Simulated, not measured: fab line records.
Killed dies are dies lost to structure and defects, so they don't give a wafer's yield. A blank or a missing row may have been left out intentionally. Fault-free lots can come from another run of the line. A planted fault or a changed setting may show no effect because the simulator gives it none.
What tool caused it? / flow gf180mcu / at 1 step of a route of 602, 13 lots with 39 wafers sampled

## WHAT THE GAUGES READ, wafer by wafer
GF_V4_CD_MEAS_14: the cd target is 260 nm. Usual: cd_nm at 259.9 nm, with a standard deviation of 1.4.
lot=L345; measured=day 24 10:26; on=cd_sem-02; cd_nm (nm)=259.5 259.1 258.6; flag=
lot=L346; measured=day 24 19:58; on=cd_sem-01; cd_nm (nm)=259.7 258.9 258.8; flag=
lot=L347; measured=day 24 21:37; on=cd_sem-02; cd_nm (nm)=260.7 259.5 261.3; flag=
lot=L350; measured=day 26 04:58; on=cd_sem-01; cd_nm (nm)=260.7 262.2 261.2; flag=
lot=L351; measured=day 26 13:18; on=cd_sem-02; cd_nm (nm)=263.4 262.4 262.9; flag=
lot=L352; measured=day 26 17:30; on=cd_sem-01; cd_nm (nm)=259.4 260.9 260.1; flag=
lot=L353; measured=day 27 04:47; on=cd_sem-01; cd_nm (nm)=262.0 261.9 261.2; flag=
lot=L358; measured=day 28 13:11; on=cd_sem-01; cd_nm (nm)=260.6 259.1 260.0; flag=
lot=L360; measured=day 29 10:21; on=cd_sem-01; cd_nm (nm)=258.5 259.7 261.9; flag=
lot=L361; measured=day 29 15:24; on=cd_sem-01; cd_nm (nm)=260.3 259.4 260.9; flag=
lot=L362; measured=day 29 17:13; on=cd_sem-01; cd_nm (nm)=261.0 259.8 260.0; flag=
lot=L364; measured=day 30 06:29; on=cd_sem-01; cd_nm (nm)=257.7 257.7 256.8; flag=
lot=L366; measured=day 30 19:26; on=cd_sem-01; cd_nm (nm)=259.6 258.7 259.8; flag=

## TOOL THAT RAN EACH LOT (tool first, then ch and the chambers of the sampled wafers, then the start)
The record holds no process step before these readings.

## WHAT THE TOOLS THEMSELVES READ (means of the sampled wafers that have a number; where no wafer has one, the mark that the record gives instead)
The record holds no such reading with a usual standard deviation.

## THE ANSWER, worked out from the rows above alone
Rule: take the mean of a lot's wafers that have a number; if it is more than 3 standard deviations from the usual mean, the lot is off. Also off: a lot with no number at a reading for which 4 or more lots have one. Any other lot the step has rows for is counted as sound. After the gauges, taken in route order, come the tools' own readings; for these a lot's mean is taken, as printed above. The first step at which some lot is off is used, and at that step the reading that is off furthest; a lot without a number counts as furthest.
No lot is off at any reading shown: from this, nothing can be told.

## WHAT HAD BEEN PUT IN BY THE SIMULATOR
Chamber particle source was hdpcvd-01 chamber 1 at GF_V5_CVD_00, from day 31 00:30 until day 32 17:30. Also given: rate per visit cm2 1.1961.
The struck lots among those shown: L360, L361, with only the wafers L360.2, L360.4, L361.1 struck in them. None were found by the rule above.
